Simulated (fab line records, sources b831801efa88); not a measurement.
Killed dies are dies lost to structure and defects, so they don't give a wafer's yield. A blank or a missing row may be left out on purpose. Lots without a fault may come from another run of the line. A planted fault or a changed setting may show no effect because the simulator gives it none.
Which tool did it? | flow gf180mcu | 6 lots, 18 wafers sampled, at 4 steps of a route of 602

WHAT THE GAUGES READ, wafer by wafer
GF_M5_CD_MEAS_07: target cd 280 nm.
lot  | measured     | on        | cd_nm (nm)
L538 | day 26 12:38 | cd_sem-01 | 280.0 279.6 279.5
L545 | day 28 21:59 | cd_sem-01 | 280.3 281.3 281.6
L547 | day 29 09:59 | cd_sem-01 | 283.4 281.7 282.2
L549 | day 30 00:14 | cd_sem-02 | 280.3 281.6 281.2
L553 | day 30 20:26 | cd_sem-02 | 280.8 279.8 280.1
L555 | day 31 11:25 | cd_sem-02 | 279.8 280.3 279.0

WHICH TOOL RAN EACH LOT (tool, then ch and the chambers of the sampled wafers, then the start)
lot  | GF_NSD_STRIP_11                      | GF_CONTACT_ETCH_16                 | GF_V4_ETCH_16
L538 | plasma_asher-01 ch 0,1, day 13 20:57 | rie_diel-04 ch 0,1,2, day 16 14:07 | rie_diel-01 ch 0,1,3, day 24 16:24
L545 | plasma_asher-04 ch 0,1, day 16 01:43 | rie_diel-04 ch 2,3, day 19 01:54   | rie_diel-01 ch 1,2,3, day 27 03:41
L547 | plasma_asher-04 ch 0,1, day 16 18:35 | rie_diel-01 ch 0,1,2, day 19 17:56 | rie_diel-03 ch 1,2,3, day 27 16:43
L549 | plasma_asher-01 ch 0,1, day 17 09:47 | rie_diel-01 ch 0,2,3, day 20 10:50 | rie_diel-04 ch 1,2,3, day 28 08:05
L553 | plasma_asher-02 ch 0,1, day 18 13:58 | rie_diel-01 ch 0,1,2, day 21 15:46 | rie_diel-01 ch 0,2,3, day 29 05:56
L555 | plasma_asher-04 ch 0,1, day 19 10:56 | rie_diel-04 ch 1,2, day 22 12:55   | rie_diel-01 ch 0,1, day 29 22:35
- GF_NSD_STRIP_11: strips in O2/N2.
- GF_CONTACT_ETCH_16: etches BARC in N2/H2.
- GF_V4_ETCH_16: etches BARC in N2/H2.

THE ANSWER, worked out from the rows above alone
Rule: what is usual is taken from the lots themselves. Put in order of their means at a reading, lots are off if they are a third of the lots or fewer, leave a main group of 4 or more, and stand apart from it by a gap of 3 or more times the standard deviation of the main group's means; of several such gaps the widest counts. A main group whose means are all the same, to the digits that the tables above print for the reading, isn't used. A lot without any number at a reading at which 4 lots or more have one is off too. The other lots that the step has rows for count as sound.
No lot is off at any reading shown: from this, nothing can be told.

WHAT THE SIMULATOR HAD PUT IN
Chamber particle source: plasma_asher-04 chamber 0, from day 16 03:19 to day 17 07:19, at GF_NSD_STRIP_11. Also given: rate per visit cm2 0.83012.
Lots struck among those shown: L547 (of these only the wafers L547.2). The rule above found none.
